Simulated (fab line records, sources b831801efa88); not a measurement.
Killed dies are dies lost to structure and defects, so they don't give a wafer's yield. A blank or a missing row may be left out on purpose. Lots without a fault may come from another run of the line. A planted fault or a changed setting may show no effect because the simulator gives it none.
Which tool did it? | flow sky130 | 24 lots, 72 wafers sampled, at 6 steps of a route of 708

WHAT THE GAUGES READ, wafer by wafer
SKY_LI_CONTACT_RS_MEAS_22: measures by four-point-probe.
lot  | measured     | on            | LI_CONTACT_W_RS (ohm/sq)
L074 | day 28 23:00 | film_metro-02 | 0.281 0.275 0.276
L075 | day 30 09:37 | film_metro-04 | 0.278 0.284 0.276
L076 | day 30 10:24 | film_metro-01 | 0.287 0.285 0.277
L077 | day 30 12:08 | film_metro-01 | 0.282 0.286 0.286
L079 | day 30 15:26 | film_metro-04 | 0.276 0.285 0.279
L078 | day 30 19:04 | film_metro-04 | 0.277 0.278 0.286
L080 | day 31 01:35 | film_metro-02 | 0.281 0.285 0.277
L081 | day 31 15:19 | film_metro-04 | 0.286 0.281 0.284
L082 | day 32 01:55 | film_metro-02 | 0.291 0.280 0.289
L084 | day 32 04:28 | film_metro-02 | 0.278 0.284 0.284
L083 | day 32 09:49 | film_metro-02 | 0.284 0.288 0.283
L085 | day 32 11:36 | film_metro-02 | 0.279 0.287 0.285
L086 | day 33 04:46 | film_metro-01 | 0.279 0.288 0.279
L087 | day 33 15:17 | film_metro-01 | 0.279 0.285 0.281
L088 | day 33 16:24 | film_metro-04 | 0.289 0.279 0.277
L089 | day 34 01:23 | film_metro-02 | 0.282 0.284 0.279
L090 | day 34 11:33 | film_metro-02 | 0.277 0.279 0.291
L091 | day 34 17:38 | film_metro-01 | 0.291 0.286 0.282
L092 | day 34 21:55 | film_metro-02 | 0.280 0.287 0.290
L093 | day 35 12:36 | film_metro-01 | 0.286 0.283 0.279
L094 | day 36 02:25 | film_metro-04 | 0.288 0.282 0.289
L095 | day 36 19:00 | film_metro-04 | 0.286 0.285 0.285
L097 | day 37 12:09 | film_metro-01 | 0.281 0.279 0.277
L096 | day 37 14:00 | film_metro-01 | 0.277 0.277 0.284

SKY_METAL2_RS_MEAS_05: measures by four-point-probe.
lot  | measured     | on            | METAL2_ALCU_RS (ohm/sq)
L074 | day 33 20:06 | film_metro-02 | 0.1272 0.1274 0.1268
L075 | day 35 04:43 | film_metro-03 | 0.1271 0.1276 0.1268
L076 | day 35 05:27 | film_metro-03 | 0.1247 0.1262 0.1259
L077 | day 35 05:47 | film_metro-04 | 0.1244 0.1240 0.1246
L079 | day 35 08:22 | film_metro-02 | 0.1263 0.1271 0.1256
L078 | day 35 11:38 | film_metro-02 | 0.1267 0.1254 0.1259
L080 | day 35 21:10 | film_metro-03 | 0.1266 0.1267 0.1253
L081 | day 36 09:02 | film_metro-03 | 0.1275 0.1265 0.1264
L082 | day 36 18:53 | film_metro-03 | 0.1260 0.1255 0.1247
L084 | day 36 22:43 | film_metro-02 | 0.1249 0.1264 0.1251
L083 | day 37 02:12 | film_metro-02 | 0.1289 0.1286 0.1291
L085 | day 37 04:09 | film_metro-03 | 0.1259 0.1258 0.1255
L086 | day 37 21:12 | film_metro-02 | 0.1266 0.1289 0.1273
L087 | day 38 07:08 | film_metro-03 | 0.1264 0.1246 0.1258
L088 | day 38 09:07 | film_metro-03 | 0.1288 0.1294 0.1285
L089 | day 38 16:56 | film_metro-04 | 0.1256 0.1251 0.1255
L090 | day 39 03:17 | film_metro-04 | 0.1263 0.1246 0.1245
L091 | day 39 06:40 | film_metro-04 | 0.1255 0.1253 0.1275
L092 | day 39 11:52 | film_metro-03 | 0.1246 0.1265 0.1258
L093 | day 40 01:14 | film_metro-03 | 0.1285 0.1282 0.1280
L094 | day 40 14:19 | film_metro-02 | 0.1270 0.1265 0.1254
L095 | day 41 06:27 | film_metro-03 | 0.1276 0.1268 0.1287
L097 | day 42 07:27 | film_metro-04 | 0.1253 0.1252 0.1241
L096 | day 42 07:50 | film_metro-04 | 0.1255 0.1238 0.1256

SKY_METAL3_CD_MEAS_13: target cd 300 nm.
lot  | measured     | on        | cd_nm (nm)
L074 | day 38 08:46 | cd_sem-02 | 300.1 299.3 300.2
L075 | day 39 14:36 | cd_sem-01 | 298.6 295.8 296.2
L076 | day 39 16:34 | cd_sem-01 | 301.5 302.3 301.0
L077 | day 39 16:52 | cd_sem-02 | 299.1 298.4 298.7
L079 | day 39 17:27 | cd_sem-02 | 300.8 300.5 300.1
L078 | day 39 21:50 | cd_sem-01 | 301.4 299.4 300.6
L080 | day 40 05:39 | cd_sem-01 | 296.4 296.4 297.3
L081 | day 40 18:08 | cd_sem-01 | 297.7 299.6 299.3
L082 | day 41 04:02 | cd_sem-02 | 297.7 297.7 296.8
L084 | day 41 05:45 | cd_sem-01 | 299.8 298.4 298.9
L083 | day 41 08:40 | cd_sem-02 | 298.6 298.5 298.8
L085 | day 41 09:58 | cd_sem-01 | 300.4 302.2 301.7
L086 | day 42 02:17 | cd_sem-02 | 299.6 300.3 298.9
L087 | day 42 11:09 | cd_sem-02 | 296.6 297.9 296.7
L088 | day 42 12:07 | cd_sem-01 | 301.2 298.7 301.5
L089 | day 42 20:41 | cd_sem-01 | 299.3 299.3 299.6
L090 | day 43 05:49 | cd_sem-01 | 300.3 302.3 301.8
L091 | day 43 09:24 | cd_sem-02 | 301.1 300.6 300.4
L092 | day 43 13:33 | cd_sem-01 | 301.5 303.1 301.8
L093 | day 44 09:52 | cd_sem-02 | 300.2 299.7 301.4
L094 | day 44 13:19 | cd_sem-02 | 300.1 299.9 300.1
L095 | day 45 03:31 | cd_sem-01 | 298.9 300.8 299.7
L097 | day 46 02:58 | cd_sem-01 | 301.2 301.9 300.6
L096 | day 46 03:19 | cd_sem-02 | 302.6 300.1 300.7

WHICH TOOL RAN EACH LOT (tool, then ch and the chambers of the sampled wafers, then the start)
lot  | SKY_CONTACT_CMP_27            | SKY_VIA1_CMP_02               | SKY_METAL2_SPUTTER_01
L074 | cmp-02 ch 0,1,2, day 31 10:33 | cmp-01 ch 0,2,3, day 32 14:49 | pvd_sputter-02, day 33 19:59
L075 | cmp-02 ch 1,2, day 32 18:44   | cmp-01 ch 1,3, day 33 23:46   | pvd_sputter-03, day 35 04:34
L076 | cmp-01 ch 0,1,3, day 32 20:00 | cmp-01 ch 0,3, day 34 00:40   | pvd_sputter-02, day 35 05:20
L077 | cmp-01 ch 0,1, day 32 21:05   | cmp-01 ch 0,1,2, day 34 01:54 | pvd_sputter-04, day 35 05:40
L079 | cmp-01 ch 0,3, day 33 00:14   | cmp-01 ch 2,3, day 34 04:22   | pvd_sputter-02, day 35 08:13
L078 | cmp-02 ch 1,2, day 33 03:59   | cmp-02 ch 1,2,3, day 34 08:12 | pvd_sputter-04, day 35 11:31
L080 | cmp-01 ch 2,3, day 33 12:14   | cmp-02 ch 0,2,3, day 34 16:21 | pvd_sputter-04, day 35 21:00
L081 | cmp-01 ch 0,3, day 34 00:22   | cmp-01 ch 1,2,3, day 35 04:55 | pvd_sputter-04, day 36 08:55
L082 | cmp-02 ch 0,1,2, day 34 11:08 | cmp-01 ch 0,1,2, day 35 15:29 | pvd_sputter-02, day 36 18:46
L084 | cmp-02 ch 1,3, day 34 15:07   | cmp-01 ch 1,2, day 35 18:43   | pvd_sputter-04, day 36 22:34
L083 | cmp-02 ch 1,2, day 34 18:53   | cmp-02 ch 1,3, day 35 22:47   | pvd_sputter-02, day 37 02:05
L085 | cmp-02 ch 0,1,3, day 34 21:15 | cmp-01 ch 0,1,3, day 36 00:28 | pvd_sputter-04, day 37 04:02
L086 | cmp-01 ch 0,1,2, day 35 13:51 | cmp-02 ch 1,2,3, day 36 16:49 | pvd_sputter-02, day 37 21:04
L087 | cmp-02 ch 0,2,3, day 35 23:43 | cmp-02 ch 0,1,2, day 37 03:35 | pvd_sputter-03, day 38 06:59
L088 | cmp-01 ch 0,2,3, day 36 01:48 | cmp-01 ch 0,1,3, day 37 05:34 | pvd_sputter-04, day 38 09:01
L089 | cmp-01 ch 1,2,3, day 36 09:05 | cmp-02 ch 0,1, day 37 13:32   | pvd_sputter-04, day 38 16:48
L090 | cmp-01 ch 0,2,3, day 36 19:57 | cmp-02 ch 0,1,3, day 37 23:20 | pvd_sputter-03, day 39 03:10
L091 | cmp-02 ch 1,2,3, day 37 00:25 | cmp-01 ch 0,2,3, day 38 03:48 | pvd_sputter-03, day 39 06:30
L092 | cmp-02 ch 2,3, day 37 05:29   | cmp-01 ch 0,1,3, day 38 08:50 | pvd_sputter-02, day 39 11:43
L093 | cmp-02 ch 0,1,2, day 37 20:38 | cmp-01 ch 1,2,3, day 38 23:22 | pvd_sputter-04, day 40 01:07
L094 | cmp-02 ch 0,1,3, day 38 09:42 | cmp-01 ch 0,1,3, day 39 12:26 | pvd_sputter-04, day 40 14:11
L095 | cmp-01 ch 0,2,3, day 39 01:59 | cmp-02 ch 1,2,3, day 40 04:14 | pvd_sputter-04, day 41 06:20
L097 | cmp-01 ch 0,1,3, day 39 16:51 | cmp-02 ch 0,2,3, day 41 06:17 | pvd_sputter-04, day 42 07:12
L096 | cmp-01 ch 0,1,2, day 39 19:23 | cmp-02 ch 0,1,3, day 41 06:35 | pvd_sputter-02, day 42 07:43
- SKY_CONTACT_CMP_27: polishes, stops on SiO2, t overpolish 15 s, target thk 0 nm.
- SKY_VIA1_CMP_02: polishes SiO2.
- SKY_METAL2_SPUTTER_01: material TiN, target thk 20 nm, time 16.7 s.

WHAT THE TOOLS THEMSELVES READ (means of the sampled wafers that have a number; where no wafer has one, the mark that the record gives instead)
SKY_CONTACT_CMP_27.
lot  | tool   | motor_current_A (A) | overpolish_run_s (s) | time_to_endpoint_s (s)
L074 | cmp-02 | 10.8                | 15.000               | 80.6
L075 | cmp-02 | 10.6                | 14.995               | 79.6
L076 | cmp-01 | 10.9                | 15.001               | 82.1
L077 | cmp-01 | 11.1                | 15.003               | 82.3
L079 | cmp-01 | 10.5                | 14.990               | 80.2
L078 | cmp-02 | 11.0                | 14.991               | 76.7
L080 | cmp-01 | 9.8                 | 14.990               | 81.2
L081 | cmp-01 | 10.7                | 15.002               | 78.1
L082 | cmp-02 | 10.6                | 14.998               | 78.7
L084 | cmp-02 | 11.4                | 14.998               | 83.2
L083 | cmp-02 | 10.9                | 14.998               | 82.1
L085 | cmp-02 | 10.8                | 15.013               | 80.5
L086 | cmp-01 | 10.8                | 15.001               | 81.5
L087 | cmp-02 | 10.4                | 14.996               | 82.2
L088 | cmp-01 | 10.7                | 14.998               | 80.4
L089 | cmp-01 | 9.9                 | 14.997               | 78.2
L090 | cmp-01 | 10.9                | 14.999               | 79.2
L091 | cmp-02 | 11.1                | 15.012               | 82.3
L092 | cmp-02 | 10.8                | 14.994               | 84.3
L093 | cmp-02 | 11.0                | 15.000               | 80.9
L094 | cmp-02 | 10.8                | 14.996               | 82.7
L095 | cmp-01 | 10.9                | 15.001               | 81.6
L097 | cmp-01 | 11.0                | 14.996               | 85.4
L096 | cmp-01 | 10.8                | 15.006               | 83.9

SKY_VIA1_CMP_02.
lot  | tool   | motor_current_A (A)
L074 | cmp-01 | 11.8
L075 | cmp-01 | 10.2
L076 | cmp-01 | 13.3
L077 | cmp-01 | 12.0
L079 | cmp-01 | 10.7
L078 | cmp-02 | 12.2
L080 | cmp-02 | 11.4
L081 | cmp-01 | 10.9
L082 | cmp-01 | 12.1
L084 | cmp-01 | 10.9
L083 | cmp-02 | 12.2
L085 | cmp-01 | 11.9
L086 | cmp-02 | 12.3
L087 | cmp-02 | 12.0
L088 | cmp-01 | 11.9
L089 | cmp-02 | 12.0
L090 | cmp-02 | 12.0
L091 | cmp-01 | 11.4
L092 | cmp-01 | 12.0
L093 | cmp-01 | 11.1
L094 | cmp-01 | 11.9
L095 | cmp-02 | 11.8
L097 | cmp-02 | 11.4
L096 | cmp-02 | 12.1

SKY_METAL2_SPUTTER_01.
lot  | tool           | throttle_valve_pct (%)
L074 | pvd_sputter-02 | 30.7
L075 | pvd_sputter-03 | 29.5
L076 | pvd_sputter-02 | 30.7
L077 | pvd_sputter-04 | 29.1
L079 | pvd_sputter-02 | 30.3
L078 | pvd_sputter-04 | 29.9
L080 | pvd_sputter-04 | 28.5
L081 | pvd_sputter-04 | 29.5
L082 | pvd_sputter-02 | 29.8
L084 | pvd_sputter-04 | 30.1
L083 | pvd_sputter-02 | 30.1
L085 | pvd_sputter-04 | 30.3
L086 | pvd_sputter-02 | 30.0
L087 | pvd_sputter-03 | 30.3
L088 | pvd_sputter-04 | 29.8
L089 | pvd_sputter-04 | 29.2
L090 | pvd_sputter-03 | 30.0
L091 | pvd_sputter-03 | 29.7
L092 | pvd_sputter-02 | 30.4
L093 | pvd_sputter-04 | 30.1
L094 | pvd_sputter-04 | 29.5
L095 | pvd_sputter-04 | 29.7
L097 | pvd_sputter-04 | 29.7
L096 | pvd_sputter-02 | 29.9

THE ANSWER, worked out from the rows above alone
Rule: what is usual is taken from the lots themselves. Put in order of their means at a reading, lots are off if they are a third of the lots or fewer, leave a main group of 4 or more, and stand apart from it by a gap of 3 or more times the standard deviation of the main group's means; of several such gaps the widest counts. A main group whose means are all the same, to the digits that the tables above print for the reading, isn't used. A lot without any number at a reading at which 4 lots or more have one is off too. The other lots that the step has rows for count as sound. The gauges are gone through in route order, then the tools' own readings, and for those a lot's mean is taken as printed above. The first step at which some lot is off is used, and at that step the reading that is off furthest; a lot without a number counts as furthest.
No lot is off at any reading shown: from this, nothing can be told.

WHAT THE SIMULATOR HAD PUT IN
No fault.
